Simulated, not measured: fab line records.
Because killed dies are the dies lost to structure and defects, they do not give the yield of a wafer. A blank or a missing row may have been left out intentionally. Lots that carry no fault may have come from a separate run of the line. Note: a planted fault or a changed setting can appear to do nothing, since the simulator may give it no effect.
Chamber matching :: flow gf180mcu :: rie-diel-03 running GF_V3_ETCH_16: 4 sister chambers
The step etches BARC in N2/H2. 20 wafers are shown with their chamber, then 10 later ones without.

## WAFERS PAIRED WITH THEIR CHAMBERS
wafer: L074.2
chamber: 0
drypump-motor-current-A (A): 5.2
oes-product-au (a.u.): 0.856
throttle-valve-pct (%): 13.231

wafer: L074.3
chamber: 3
drypump-motor-current-A (A): 6.1
oes-product-au (a.u.): 0.856
throttle-valve-pct (%): 13.237

wafer: L074.5
chamber: 0
drypump-motor-current-A (A): 5.2
oes-product-au (a.u.): 0.858
throttle-valve-pct (%): 13.223

wafer: L076.1
chamber: 1
drypump-motor-current-A (A): 5.7
oes-product-au (a.u.): 0.855
throttle-valve-pct (%): 13.227

wafer: L076.2
chamber: 0
drypump-motor-current-A (A): 5.2
oes-product-au (a.u.): 0.859
throttle-valve-pct (%): 13.218

wafer: L076.6
chamber: 2
drypump-motor-current-A (A): 6.4
oes-product-au (a.u.): 0.857
throttle-valve-pct (%): 13.231

wafer: L077.1
chamber: 2
drypump-motor-current-A (A): 6.4
oes-product-au (a.u.): 0.856
throttle-valve-pct (%): 13.226

wafer: L077.2
chamber: 3
drypump-motor-current-A (A): 6.0
oes-product-au (a.u.): 0.848
throttle-valve-pct (%): 13.228

wafer: L077.3
chamber: 0
drypump-motor-current-A (A): 5.2
oes-product-au (a.u.): 0.852
throttle-valve-pct (%): 13.211

wafer: L081.1
chamber: 1
drypump-motor-current-A (A): 5.7
oes-product-au (a.u.): 0.852
throttle-valve-pct (%): 13.207

wafer: L081.2
chamber: 2
drypump-motor-current-A (A): 6.4
oes-product-au (a.u.): 0.848
throttle-valve-pct (%): 13.234

wafer: L081.3
chamber: 3
drypump-motor-current-A (A): 6.0
oes-product-au (a.u.): 0.847
throttle-valve-pct (%): 13.221

wafer: L081.4
chamber: 3
drypump-motor-current-A (A): 6.0
oes-product-au (a.u.): 0.853
throttle-valve-pct (%): 13.220

wafer: L081.5
chamber: 1
drypump-motor-current-A (A): 5.7
oes-product-au (a.u.): 0.859
throttle-valve-pct (%): 13.251

wafer: L081.6
chamber: 2
drypump-motor-current-A (A): 6.4
oes-product-au (a.u.): 0.852
throttle-valve-pct (%): 13.206

wafer: L082.3
chamber: 2
drypump-motor-current-A (A): 6.4
oes-product-au (a.u.): 0.850
throttle-valve-pct (%): 13.226

wafer: L082.4
chamber: 1
drypump-motor-current-A (A): 5.7
oes-product-au (a.u.): 0.851
throttle-valve-pct (%): 13.241

wafer: L082.5
chamber: 2
drypump-motor-current-A (A): 6.3
oes-product-au (a.u.): 0.851
throttle-valve-pct (%): 13.212

wafer: L091.2
chamber: 3
drypump-motor-current-A (A): 6.0
oes-product-au (a.u.): 0.858
throttle-valve-pct (%): 13.236

wafer: L091.3
chamber: 1
drypump-motor-current-A (A): 5.7
oes-product-au (a.u.): 0.857
throttle-valve-pct (%): 13.217

SIGNATURES, as means of the wafers listed above
reading: drypump-motor-current-A
chamber 0: 5.200
chamber 1: 5.700
chamber 2: 6.383
chamber 3: 6.020
scatter within a chamber: 0.032

reading: oes-product-au
chamber 0: 0.85625
chamber 1: 0.85480
chamber 2: 0.85233
chamber 3: 0.85240
scatter within a chamber: 0.00378

reading: throttle-valve-pct
chamber 0: 13.22075
chamber 1: 13.22860
chamber 2: 13.22250
chamber 3: 13.22840
scatter within a chamber: 0.0121
Rule: for a wafer and a chamber, the distance is found by dividing, reading by reading, the gap between the wafer's reading and the chamber's mean by the reading's scatter, squaring, summing and taking the root. If the next closest chamber is less than 2 further off than the closest, the wafer can't be placed; otherwise it belongs to the closest. The scatter is the square root of a quotient: the sum, over the shown wafers, of each reading's squared deviation from its chamber's mean, divided by wafers minus chambers.

## WAFERS MISSING THEIR CHAMBER
wafer: L091.4
drypump-motor-current-A (A): 5.2
oes-product-au (a.u.): 0.853
throttle-valve-pct (%): 13.230

wafer: L092.2
drypump-motor-current-A (A): 6.0
oes-product-au (a.u.): 0.853
throttle-valve-pct (%): 13.231

wafer: L092.5
drypump-motor-current-A (A): 6.3
oes-product-au (a.u.): 0.865
throttle-valve-pct (%): 13.221

wafer: L092.6
drypump-motor-current-A (A): 6.0
oes-product-au (a.u.): 0.855
throttle-valve-pct (%): 13.217

wafer: L093.2
drypump-motor-current-A (A): 6.3
oes-product-au (a.u.): 0.859
throttle-valve-pct (%): 13.239

wafer: L093.3
drypump-motor-current-A (A): 6.0
oes-product-au (a.u.): 0.861
throttle-valve-pct (%): 13.219

wafer: L093.5
drypump-motor-current-A (A): 6.1
oes-product-au (a.u.): 0.861
throttle-valve-pct (%): 13.217

wafer: L095.2
drypump-motor-current-A (A): 5.3
oes-product-au (a.u.): 0.859
throttle-valve-pct (%): 13.227

wafer: L095.4
drypump-motor-current-A (A): 5.7
oes-product-au (a.u.): 0.867
throttle-valve-pct (%): 13.222

wafer: L095.6
drypump-motor-current-A (A): 5.2
oes-product-au (a.u.): 0.851
throttle-valve-pct (%): 13.219

## CHAMBER TAKEN BY EACH
wafer: L091.4
from the rows above: 0
in truth: 0

wafer: L092.2
from the rows above: 3
in truth: 3

wafer: L092.5
from the rows above: 2
in truth: 2

wafer: L092.6
from the rows above: 3
in truth: 3

wafer: L093.2
from the rows above: 2
in truth: 2

wafer: L093.3
from the rows above: 3
in truth: 3

wafer: L093.5
from the rows above: 3
in truth: 3

wafer: L095.2
from the rows above: 0
in truth: 0

wafer: L095.4
from the rows above: 1
in truth: 1

wafer: L095.6
from the rows above: 0
in truth: 0
Placed correctly: 10 of 10. Can't be placed from these rows: 0. Placed wrongly: 0.
